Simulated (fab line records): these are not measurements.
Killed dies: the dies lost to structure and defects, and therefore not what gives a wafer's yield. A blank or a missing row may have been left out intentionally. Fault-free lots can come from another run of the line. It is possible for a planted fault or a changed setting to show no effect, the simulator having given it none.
The same fault as seen by 2 desks -- flow sky130 -- what lay behind the numbers comes last; until then each desk has only its own

## FOR THE TOOL OWNER'S DESK: rieDiel-01
The tool's own readings at SKY_POLY_CUT_ETCH_11 (etches Si3N4 in CF4/CH2F2/Ar, stops on poly-Si, time 42.5 s, target depth 60 nm): means of the sampled wafers that have a number, for each lot that ran on this tool. If a lot's mean is further than 4 standard deviations from the usual mean, the lot is out of limits and carries the mark OUT (the distance appears in the brackets).
Columns: A = chamberPressureMTorr at SKY_POLY_CUT_ETCH_11, usual 40.00 mTorr; B = drypumpMotorCurrentA at SKY_POLY_CUT_ETCH_11, usual 5.7 A; C = mfcArSccm at SKY_POLY_CUT_ETCH_11, usual 150.0 sccm; D = oesProductAu at SKY_POLY_CUT_ETCH_11, usual 0.830 a.u.; E = runLengthS at SKY_POLY_CUT_ETCH_11, usual 71.0 s; F = throttleValvePct at SKY_POLY_CUT_ETCH_11, usual 14.994 %
lot,first seen here,A,B,C,D,E,F
L164,day 25 04:08,40.02,5.3,149.9,0.837,71.1,14.992
L170,day 28 05:23,40.03,5.9,149.9,0.828,71.1,14.991
L178,day 30 04:19,39.99,5.6,150.6,0.806 (-4.2) OUT,74.9 (+12) OUT,14.986
L180,day 30 14:29,39.99,5.9,150.2,0.797 (-5.7) OUT,75.0 (+12) OUT,14.991
Finding of this desk: L178, L180 out of limits; the first was L178 at day 30 04:19, on oesProductAu at SKY_POLY_CUT_ETCH_11. In limits: L164, L170.

## METROLOGY DESK
Lot by lot, what the gauges showed, no matter which tool ran the lot: averages of those sampled wafers that carry a number. If a lot's mean is further than 4 standard deviations from the usual mean, the lot is out of limits and carries the mark OUT (the distance appears in the brackets).
Columns: A = cdNm at SKY_POLY_CUT_CD_MEAS_08, usual 269.4 nm; B = POLY_CUT_OVL at SKY_POLY_CUT_OVL_MEAS_09, usual 0 nm
lot,first seen here,A,B
L164,day 25 03:58,269.4,8
L170,day 28 05:15,269.0,0
L178,day 30 04:07,268.9,0
L180,day 30 14:19,266.1,-3
L181,day 31 04:46,271.2,6
L185,day 32 05:07,269.2,-9
This desk's finding: nothing out of limits on any of the 6 lots.

## BROUGHT TOGETHER
An alarm could have come from the tool owner's desk at day 30 04:19, on L178, L180.
At the metrology desk, nothing out of limits was observed.
The metrology desk holds a record of L178, L180, inside its limits.
Of the lots named, all ran SKY_POLY_CUT_ETCH_11 on rieDiel-01.

## WHAT THE SIMULATOR PUT IN
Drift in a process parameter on rieDiel-01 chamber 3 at SKY_POLY_CUT_ETCH_11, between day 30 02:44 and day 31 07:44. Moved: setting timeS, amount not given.
Struck lots among those shown: L178, L180.
Each desk's first reading out of limits, in hours after the fault started: the tool owner's desk, 2.
